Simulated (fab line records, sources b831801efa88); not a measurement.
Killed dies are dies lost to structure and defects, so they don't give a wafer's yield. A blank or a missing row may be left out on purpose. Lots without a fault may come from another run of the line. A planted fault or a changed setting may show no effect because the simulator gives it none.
Which tool did it? | flow gf180mcu | 10 lots, 30 wafers sampled, at 5 steps of a route of 602

WHAT THE GAUGES READ, wafer by wafer
GF_MIM_RS_MEAS_10: measures by four-point-probe.
lot  | measured     | on            | MIM_ALCU_RS (ohm/sq)
L511 | day 25 13:58 | film_metro-01 | 0.1605 0.1636 0.1592
L512 | day 25 14:20 | film_metro-04 | 0.1619 0.1620 0.1610
L517 | day 27 02:15 | film_metro-04 | 0.1632 0.1618 0.1631
L518 | day 27 14:28 | film_metro-01 | 0.1592 0.1597 0.1907
L522 | day 28 22:59 | film_metro-03 | 0.1583 0.1580 0.1585
L526 | day 30 02:31 | film_metro-01 | 0.1591 0.1616 0.1622
L527 | day 30 06:34 | film_metro-03 | 0.1585 0.1611 0.1570
L529 | day 30 18:22 | film_metro-04 | 0.1628 0.1629 0.1638
L530 | day 30 20:43 | film_metro-03 | 0.1643 0.1650 0.1638
L531 | day 31 04:03 | film_metro-03 | 0.1619 0.1582 0.1583

WHICH TOOL RAN EACH LOT (tool, then ch and the chambers of the sampled wafers, then the start)
lot  | GF_V4_ETCH_16                      | GF_V4_SPUTTER_22             | GF_V4_CMP_26                  | GF_MIM_SPUTTER_08
L511 | rie_diel-03 ch 0,3, day 25 12:11   | pvd_sputter-02, day 25 12:54 | cmp-01 ch 0,1,2, day 25 13:20 | pvd_sputter-04, day 25 13:53
L512 | rie_diel-04 ch 0,1,2, day 25 12:32 | pvd_sputter-01, day 25 13:16 | cmp-02 ch 1,2,3, day 25 13:39 | pvd_sputter-04, day 25 14:16
L517 | rie_diel-02 ch 2,3, day 27 00:26   | pvd_sputter-01, day 27 01:11 | cmp-02 ch 1,2, day 27 01:31   | pvd_sputter-02, day 27 02:10
L518 | rie_diel-04 ch 0,2,3, day 27 12:15 | pvd_sputter-02, day 27 12:59 | cmp-02 ch 2,3, day 27 13:45   | pvd_sputter-04, day 27 14:25
L522 | rie_diel-03 ch 1,2,3, day 28 21:11 | pvd_sputter-01, day 28 21:54 | cmp-01 ch 1,2,3, day 28 22:23 | pvd_sputter-03, day 28 22:53
L526 | rie_diel-04 ch 0,1,3, day 30 00:43 | pvd_sputter-02, day 30 01:26 | cmp-02 ch 1,3, day 30 01:49   | pvd_sputter-02, day 30 02:26
L527 | rie_diel-02 ch 0,2, day 30 04:27   | pvd_sputter-03, day 30 05:19 | cmp-01 ch 1,2, day 30 05:51   | pvd_sputter-04, day 30 06:31
L529 | rie_diel-03 ch 0,1,2, day 30 16:37 | pvd_sputter-01, day 30 17:20 | cmp-02 ch 1,2,3, day 30 17:43 | pvd_sputter-04, day 30 18:19
L530 | rie_diel-03 ch 0,3, day 30 18:54   | pvd_sputter-03, day 30 19:38 | cmp-02 ch 0,3, day 30 19:58   | pvd_sputter-02, day 30 20:37
L531 | rie_diel-04 ch 1,2,3, day 31 02:15 | pvd_sputter-02, day 31 03:01 | cmp-01 ch 0,1,2, day 31 03:20 | pvd_sputter-04, day 31 04:00
- GF_V4_ETCH_16: etches BARC in N2/H2.
- GF_V4_SPUTTER_22: material TiN, target thk 10 nm, time 40 s.
- GF_V4_CMP_26: polishes, stops on SiO2, t overpolish 15 s, target thk 0 nm.
- GF_MIM_SPUTTER_08: material AlCu, target thk 200 nm, time 10.6 s.

THE ANSWER, worked out from the rows above alone
Rule: what is usual is taken from the lots themselves. Put in order of their means at a reading, lots are off if they are a third of the lots or fewer, leave a main group of 4 or more, and stand apart from it by a gap of 3 or more times the standard deviation of the main group's means; of several such gaps the widest counts. A main group whose means are all the same, to the digits that the tables above print for the reading, isn't used. A lot without any number at a reading at which 4 lots or more have one is off too. The other lots that the step has rows for count as sound.
No lot is off at any reading shown: from this, nothing can be told.

WHAT THE SIMULATOR HAD PUT IN
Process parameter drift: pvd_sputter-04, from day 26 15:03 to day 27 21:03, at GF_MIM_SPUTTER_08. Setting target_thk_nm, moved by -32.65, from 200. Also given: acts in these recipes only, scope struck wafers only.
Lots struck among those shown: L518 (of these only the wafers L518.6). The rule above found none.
